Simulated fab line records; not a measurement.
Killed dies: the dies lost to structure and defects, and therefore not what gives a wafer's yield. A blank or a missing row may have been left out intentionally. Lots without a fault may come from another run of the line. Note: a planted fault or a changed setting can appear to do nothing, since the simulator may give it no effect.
The same fault as seen by 2 desks || flow gf180mcu || every desk sees just its own numbers, and what lay behind them comes last

## AT THE METROLOGY DESK
What the gauges read, lot by lot, whatever tool the lot ran on: means of the sampled wafers that have a number. A lot is out of limits, marked OUT, if its mean lies more than 4 standard deviations from the usual mean; the brackets give that distance.
Columns: A = NWELL_OVL at GF_NWELL_OVL_MEAS_07, usual -0.4 nm; B = POLY_GATE_CVD_00_THK at GF_POLY_GATE_THK_MEAS_01, usual 199.9 nm
{"lot": "L105", "first seen here": "day 3 12:52", "A": -0.2, "B": 199.4}
{"lot": "L107", "first seen here": "day 4 00:24", "A": 0.0, "B": 198.5}
{"lot": "L109", "first seen here": "day 4 12:16", "A": 1.9, "B": 200.5}
{"lot": "L112", "first seen here": "day 5 01:56", "A": -0.7, "B": "216.7 (+8.0) OUT"}
{"lot": "L113", "first seen here": "day 5 07:19", "A": -1.3, "B": "212.7 (+6.1) OUT"}
{"lot": "L116", "first seen here": "day 6 00:09", "A": 0.1, "B": 199.2}
{"lot": "L118", "first seen here": "day 6 12:55", "A": -2.1, "B": 201.4}
{"lot": "L120", "first seen here": "day 6 23:23", "A": -0.1, "B": 202.7}
{"lot": "L121", "first seen here": "day 7 05:55", "A": 0.4, "B": 198.9}
{"lot": "L125", "first seen here": "day 8 02:46", "A": -0.8, "B": 202.6}
{"lot": "L126", "first seen here": "day 8 08:11", "A": -0.8, "B": 203.5}
{"lot": "L127", "first seen here": "day 8 12:54", "A": -0.1, "B": 200.5}
This desk reports L112, L113 out of limits; the earliest was L112 at day 10 21:52 (POLY_GATE_CVD_00_THK at GF_POLY_GATE_THK_MEAS_01). In limits: L105, L107, L109, L116, L118, L120, L121, L125, L126, L127.

## THE TOOL OWNER'S DESK: lpcvd-01
The tool's own readings at GF_POLY_GATE_CVD_00 (deposits poly-Si, target thk 200 nm, time 1200 s): means of the sampled wafers that have a number, for each lot that ran on this tool. A lot is out of limits, marked OUT, if its mean lies more than 4 standard deviations from the usual mean; the brackets give that distance.
Columns: A = pressure mtorr at GF_POLY_GATE_CVD_00, usual 200.0 mTorr; B = spike tc upper C at GF_POLY_GATE_CVD_00, usual 619.9 C; C = zone power bottom pct at GF_POLY_GATE_CVD_00, usual 13.0 %
{"lot": "L112", "first seen here": "day 10 20:32", "A": 200.2, "B": 620.7, "C": 14.4}
{"lot": "L113", "first seen here": "day 11 05:29", "A": 199.7, "B": 620.6, "C": 13.6}
{"lot": "L127", "first seen here": "day 15 07:04", "A": 200.1, "B": 620.8, "C": 13.7}
Result from this desk: across the 3 lots, nothing is out of limits.

## ALL TOGETHER
L112, L113 would have let the metrology desk raise an alarm at day 10 21:52.
The tool owner's desk saw nothing out of limits.
On record at the tool owner's desk: L112, L113, within its limits.
Of the lots named, all ran GF_POLY_GATE_CVD_00 on lpcvd-01.

## WHAT HAD BEEN PUT IN BY THE SIMULATOR
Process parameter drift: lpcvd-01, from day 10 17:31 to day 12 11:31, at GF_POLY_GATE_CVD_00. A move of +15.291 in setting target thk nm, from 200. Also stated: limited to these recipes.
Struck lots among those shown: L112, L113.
Delay in hours, fault start to first out-of-limits reading, per desk: metrology desk 4.
